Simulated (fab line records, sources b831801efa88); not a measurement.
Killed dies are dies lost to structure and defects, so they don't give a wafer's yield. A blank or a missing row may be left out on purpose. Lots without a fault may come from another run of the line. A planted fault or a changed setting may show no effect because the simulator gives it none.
Which tool did it? | flow gf180mcu | 7 lots, 21 wafers sampled, at 4 steps of a route of 602

WHAT THE GAUGES READ, wafer by wafer
GF_M1_THK_MEAS_06: measures by xrf.
lot  | measured     | on            | M1_ALCU_THK (nm)
L631 | day 16 13:53 | film_metro-03 | 450 449 451
L634 | day 17 12:40 | film_metro-03 | 452 453 451
L637 | day 18 23:23 | film_metro-01 | 451 449 449
L640 | day 19 22:12 | film_metro-02 | 454 457 453
L642 | day 20 15:34 | film_metro-03 | 447 452 449
L645 | day 21 15:16 | film_metro-03 | 454 456 453
L651 | day 23 19:20 | film_metro-01 | 446 449 448

WHICH TOOL RAN EACH LOT (tool, then ch and the chambers of the sampled wafers, then the start)
lot  | GF_POLY_GATE_DEVELOP_09           | GF_M1_SPUTTER_03             | GF_M1_SPUTTER_04
L631 | litho_track-01 ch 0, day 9 11:36  | pvd_sputter-03, day 16 13:43 | pvd_sputter-03, day 16 13:44
L634 | litho_track-04 ch 0, day 10 08:53 | pvd_sputter-04, day 17 12:29 | pvd_sputter-04, day 17 12:31
L637 | litho_track-03 ch 0, day 11 08:44 | pvd_sputter-02, day 18 23:11 | pvd_sputter-02, day 18 23:13
L640 | litho_track-04 ch 0, day 12 04:56 | pvd_sputter-04, day 19 22:00 | pvd_sputter-04, day 19 22:01
L642 | litho_track-03 ch 0, day 12 18:59 | pvd_sputter-04, day 20 15:23 | pvd_sputter-04, day 20 15:25
L645 | litho_track-04 ch 0, day 13 14:14 | pvd_sputter-04, day 21 15:05 | pvd_sputter-04, day 21 15:07
L651 | litho_track-01 ch 0, day 15 11:56 | pvd_sputter-02, day 23 19:10 | pvd_sputter-02, day 23 19:11
- GF_POLY_GATE_DEVELOP_09: develop time 60 s.
- GF_M1_SPUTTER_03: material Ti, target thk 10 nm, time 6.7 s.
- GF_M1_SPUTTER_04: material TiN, target thk 50 nm, time 41.7 s.

THE ANSWER, worked out from the rows above alone
Rule: what is usual is taken from the lots themselves. Put in order of their means at a reading, lots are off if they are a third of the lots or fewer, leave a main group of 4 or more, and stand apart from it by a gap of 3 or more times the standard deviation of the main group's means; of several such gaps the widest counts. A main group whose means are all the same, to the digits that the tables above print for the reading, isn't used. A lot without any number at a reading at which 4 lots or more have one is off too. The other lots that the step has rows for count as sound.
No lot is off at any reading shown: from this, nothing can be told.

WHAT THE SIMULATOR HAD PUT IN
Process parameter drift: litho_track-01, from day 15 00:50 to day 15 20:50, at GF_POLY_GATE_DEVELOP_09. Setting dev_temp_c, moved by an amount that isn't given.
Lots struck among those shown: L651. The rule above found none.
